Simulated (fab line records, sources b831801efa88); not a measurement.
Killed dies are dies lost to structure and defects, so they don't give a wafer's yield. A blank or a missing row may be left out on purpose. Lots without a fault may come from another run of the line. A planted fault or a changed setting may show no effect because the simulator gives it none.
Which tool did it? | flow gf180mcu | 6 lots, 18 wafers sampled, at 2 steps of a route of 602

WHAT THE GAUGES READ, wafer by wafer
GF_DNWELL_TW_MEAS_09.
lot  | measured    | on            | DNWELL_TW
L127 | day 3 10:41 | film_metro-04 | 1356 1357 1353
L129 | day 3 20:31 | film_metro-01 | 1348 1347 1336
L134 | day 5 00:28 | film_metro-03 | 1367 1357 1366
L136 | day 5 10:42 | film_metro-04 | 1545 1540 1535
L143 | day 7 00:54 | film_metro-03 | 1354 1351 1347
L146 | day 7 14:42 | film_metro-04 | 1361 1367 1366

WHICH TOOL RAN EACH LOT (tool, then ch and the chambers of the sampled wafers, then the start)
lot  | GF_DNWELL_IMPLANT_07
L127 | implanter-04 ch 0, day 3 10:29
L129 | implanter-01 ch 0, day 3 20:16
L134 | implanter-02 ch 0, day 5 00:14
L136 | implanter-02 ch 0, day 5 10:27
L143 | implanter-01 ch 0, day 7 00:39
L146 | implanter-01 ch 0, day 7 14:27
- GF_DNWELL_IMPLANT_07

THE ANSWER, worked out from the rows above alone
Rule: what is usual is taken from the lots themselves. Put in order of their means at a reading, lots are off if they are a third of the lots or fewer, leave a main group of 4 or more, and stand apart from it by a gap of 3 or more times the standard deviation of the main group's means; of several such gaps the widest counts. A main group whose means are all the same, to the digits that the tables above print for the reading, isn't used. A lot without any number at a reading at which 4 lots or more have one is off too. The other lots that the step has rows for count as sound.
Off: L136, at GF_DNWELL_TW_MEAS_09 (DNWELL_TW). The main group: mean 1356, standard deviation 7.9.
A tool fits if, at a process step before that reading, it ran every lot that is off, and no sound lot after the first of them. The gauges at GF_DNWELL_TW_MEAS_09 are tried like those tools. One fits: implanter-02 at GF_DNWELL_IMPLANT_07. Its last sound lot is L134 (day 5 00:14), its first lot that is off L136 (day 5 10:27): a fault that began between those two fits.

WHAT THE SIMULATOR HAD PUT IN
Process parameter drift: implanter-02, from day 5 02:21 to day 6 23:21, at GF_DNWELL_IMPLANT_07. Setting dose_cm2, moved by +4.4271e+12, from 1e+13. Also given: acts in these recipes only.
Lots struck among those shown: L136. The rule above found the same.
